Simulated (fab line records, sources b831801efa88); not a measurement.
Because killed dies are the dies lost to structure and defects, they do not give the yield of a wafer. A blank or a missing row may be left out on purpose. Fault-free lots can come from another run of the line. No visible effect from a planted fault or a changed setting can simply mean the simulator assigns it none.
Which tool is to blame? || flow gf180mcu || 6 lots, 18 wafers sampled, at 2 steps of a route of 602

WHAT EACH GAUGE READ, for each wafer
GF_V2_THK_MEAS_25: measures by xrf.
{"lot": "L325", "measured": "day 20 13:29", "on": "film-metro-01", "V2_W_THK (nm)": "358 354 359"}
{"lot": "L328", "measured": "day 22 06:23", "on": "film-metro-03", "V2_W_THK (nm)": "353 350 353"}
{"lot": "L335", "measured": "day 25 03:34", "on": "film-metro-03", "V2_W_THK (nm)": "351 354 356"}
{"lot": "L339", "measured": "day 26 01:26", "on": "film-metro-01", "V2_W_THK (nm)": "356 356 361"}
{"lot": "L342", "measured": "day 26 20:13", "on": "film-metro-03", "V2_W_THK (nm)": "343 347 349"}
{"lot": "L345", "measured": "day 27 11:34", "on": "film-metro-02", "V2_W_THK (nm)": "360 359 359"}

TOOL THAT RAN EACH LOT (tool first, then ch and the chambers of the sampled wafers, then the start)
{"lot": "L325", "GF_V2_SPUTTER_21": "pvd-sputter-02, day 20 13:08"}
{"lot": "L328", "GF_V2_SPUTTER_21": "pvd-sputter-03, day 22 06:03"}
{"lot": "L335", "GF_V2_SPUTTER_21": "pvd-sputter-03, day 25 03:14"}
{"lot": "L339", "GF_V2_SPUTTER_21": "pvd-sputter-02, day 26 01:06"}
{"lot": "L342", "GF_V2_SPUTTER_21": "pvd-sputter-02, day 26 19:53"}
{"lot": "L345", "GF_V2_SPUTTER_21": "pvd-sputter-04, day 27 11:13"}
- GF_V2_SPUTTER_21: material Ti, target thk 15 nm, time 80.02 s.

THE ANSWER, worked out from the rows above alone
Rule: the usual values come from the lots themselves. The widest of any qualifying gaps counts: lots, ordered by their means at a reading, are off when they make up no more than a third of the lots, leave a main group of 4 or more, and stand apart from it by 3 or more times the standard deviation of that group's means. A main group is skipped when, at the precision printed for the reading in the tables above, its means are all equal. A lot without any number at a reading at which 4 lots or more have one is off too. The other lots that the step has rows for count as sound.
No lot is off at any reading shown: from this, nothing can be told.

WHAT HAD BEEN PUT IN BY THE SIMULATOR
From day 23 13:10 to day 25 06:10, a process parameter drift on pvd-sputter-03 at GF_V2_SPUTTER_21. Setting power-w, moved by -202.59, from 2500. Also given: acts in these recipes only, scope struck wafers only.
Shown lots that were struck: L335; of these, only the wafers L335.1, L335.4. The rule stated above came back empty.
